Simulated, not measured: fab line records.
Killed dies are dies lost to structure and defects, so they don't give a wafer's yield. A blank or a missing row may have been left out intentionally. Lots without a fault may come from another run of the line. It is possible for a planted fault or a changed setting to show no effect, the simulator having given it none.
Which tool is to blame?	flow gf180mcu	7 lots with 21 wafers sampled at 4 steps, on a route of 602 steps

== WHAT THE GAUGES SHOWED, per wafer ==
GF_M4_CD_MEAS_14 targets a cd of 280 nm.
lot	measured	on	cd-nm (nm)
L678	day 23 19:04	cd-sem-02	281.5 281.0 281.0
L682	day 25 03:33	cd-sem-02	281.6 282.2 281.5
L684	day 25 20:39	cd-sem-02	279.1 279.8 279.8
L688	day 27 04:16	cd-sem-01	277.8 278.0 277.6
L692	day 28 15:55	cd-sem-01	280.9 280.4 280.2
L697	day 29 22:01	cd-sem-02	309.0 308.9 308.7
L700	day 30 12:43	cd-sem-01	279.1 278.9 279.1

== TOOL THAT RAN EACH LOT (tool first, then ch and the chambers of the sampled wafers, then the start) ==
lot	GF_V3_ETCH_16	GF_V3_CMP_26	GF_M4_PEB_12
L678	rie-diel-04 ch 0,3, day 22 18:49	cmp-02 ch 0,2, day 22 19:52	litho-track-03 ch 0, day 23 18:43
L682	rie-diel-01 ch 2,3, day 24 03:46	cmp-02 ch 0,2,3, day 24 04:50	litho-track-01 ch 0, day 25 03:12
L684	rie-diel-01 ch 0,2,3, day 24 21:30	cmp-01 ch 0,1,3, day 24 22:34	litho-track-01 ch 0, day 25 20:18
L688	rie-diel-04 ch 0,3, day 26 05:54	cmp-01 ch 1,2, day 26 07:00	litho-track-01 ch 0, day 27 03:56
L692	rie-diel-04 ch 0,3, day 27 19:13	cmp-02 ch 0,1, day 27 20:17	litho-track-03 ch 0, day 28 15:34
L697	rie-diel-04 ch 0,2,3, day 29 02:06	cmp-01 ch 0,1,3, day 29 03:14	litho-track-01 ch 0, day 29 21:41
L700	rie-diel-04 ch 0,1, day 29 16:42	cmp-02 ch 0,1,3, day 29 17:49	litho-track-04 ch 0, day 30 12:22
- GF_V3_ETCH_16: etches BARC in N2/H2.
- GF_V3_CMP_26: polishes, stops on SiO2, t overpolish 15 s, target thk 0 nm.
- GF_M4_PEB_12: peb time 90 s.

== THE ANSWER, worked out from the rows above alone ==
Rule: what is usual is taken from the lots themselves. Put in order of their means at a reading, lots are off if they are a third of the lots or fewer, leave a main group of 4 or more, and stand apart from it by a gap of 3 or more times the standard deviation of the main group's means; of several such gaps the widest counts. A main group is skipped when, at the precision printed for the reading in the tables above, its means are all equal. A lot without any number at a reading at which 4 lots or more have one is off too. Any other lot the step has rows for is counted as sound.
Off: L697 (GF_M4_CD_MEAS_14, cd-nm). Mean 280.0 nm and standard deviation 1.3 in the main group.
A tool fits if, at a process step before that reading, it ran every lot that is off, and no sound lot after the first of them. Gauges at GF_M4_CD_MEAS_14: tried the same way as those tools. Can't be told from this: 3 tools fit, cmp-01 at GF_V3_CMP_26, litho-track-01 at GF_M4_PEB_12, cd-sem-02 at GF_M4_CD_MEAS_14.

== WHAT THE SIMULATOR HAD PUT IN ==
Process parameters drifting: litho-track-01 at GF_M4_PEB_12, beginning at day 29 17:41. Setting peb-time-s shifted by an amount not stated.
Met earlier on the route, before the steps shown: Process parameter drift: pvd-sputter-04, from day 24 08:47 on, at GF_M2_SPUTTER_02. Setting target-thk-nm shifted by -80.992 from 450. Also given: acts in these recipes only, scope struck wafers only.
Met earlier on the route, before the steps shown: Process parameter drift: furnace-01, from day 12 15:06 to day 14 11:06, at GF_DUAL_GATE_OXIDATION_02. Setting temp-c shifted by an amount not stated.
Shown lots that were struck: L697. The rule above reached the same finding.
